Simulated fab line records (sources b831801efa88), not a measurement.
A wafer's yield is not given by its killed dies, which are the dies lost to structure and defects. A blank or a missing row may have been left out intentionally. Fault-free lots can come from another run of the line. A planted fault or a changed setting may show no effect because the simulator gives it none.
The tool behind it: which one?    flow gf180mcu    6 lots, 18 wafers sampled, at 4 steps of a route of 602

== WHAT EACH GAUGE READ, for each wafer ==
GF_PASSIVATION_THK_MEAS_01.
lot   measured      on             PASSIVATION_CVD_00_THK (nm)
L352  day 28 18:44  film-metro-02  1015 1031 1018
L357  day 30 13:37  film-metro-04  1006 1027 1015
L362  day 32 00:46  film-metro-03  978 1003 1004
L367  day 33 00:07  film-metro-03  1003 1005 1013
L371  day 34 03:18  film-metro-02  989 998 1002
L373  day 34 06:43  film-metro-04  985 991 1013

== WHAT TOOL EACH LOT RAN ON (gives the tool, then ch and the chambers of the sampled wafers, and finally the start) ==
lot   GF_V5_CMP_04                   GF_TOP_METAL_METAL_ETCH_16         GF_TOP_METAL_STRIP_17
L352  cmp-02 ch 0,1,3, day 27 00:52  rie-metal-04 ch 1, day 28 17:50    plasma-asher-01 ch 0,1, day 28 18:08
L357  cmp-02 ch 0,2,3, day 28 21:20  rie-metal-04 ch 0, day 30 12:49    plasma-asher-01 ch 0,1, day 30 13:01
L362  cmp-01 ch 1,3, day 30 11:07    rie-metal-04 ch 0,1, day 31 23:57  plasma-asher-03 ch 1, day 32 00:08
L367  cmp-01 ch 0,2,3, day 31 11:22  rie-metal-01 ch 0,1, day 32 23:19  plasma-asher-01 ch 0,1, day 32 23:31
L371  cmp-02 ch 0,2,3, day 32 16:31  rie-metal-02 ch 0,1, day 34 02:09  plasma-asher-04 ch 0,1, day 34 02:20
L373  cmp-02 ch 0,2,3, day 32 20:13  rie-metal-02 ch 0, day 34 05:47    plasma-asher-04 ch 0, day 34 06:06
- GF_V5_CMP_04: polishes SiO2.
- GF_TOP_METAL_METAL_ETCH_16: etches the open film in Cl2/BCl3, stops on SiO2, target depth 1197 nm, time 199.5 s.
- GF_TOP_METAL_STRIP_17: strips in O2/N2.

== THE ANSWER, worked out from the rows above alone ==
Rule: usual is defined by the lots themselves. Put in order of their means at a reading, lots are off if they are a third of the lots or fewer, leave a main group of 4 or more, and stand apart from it by a gap of 3 or more times the standard deviation of the main group's means; of several such gaps the widest counts. A main group whose means are all the same, to the digits that the tables above print for the reading, isn't used. Also off: a lot with no number at a reading for which 4 or more lots have one. Where the step has rows for the other lots, those lots are counted as sound.
Nothing can be told from this: no lot is off at any reading shown.

== WHAT HAD BEEN PUT IN BY THE SIMULATOR ==
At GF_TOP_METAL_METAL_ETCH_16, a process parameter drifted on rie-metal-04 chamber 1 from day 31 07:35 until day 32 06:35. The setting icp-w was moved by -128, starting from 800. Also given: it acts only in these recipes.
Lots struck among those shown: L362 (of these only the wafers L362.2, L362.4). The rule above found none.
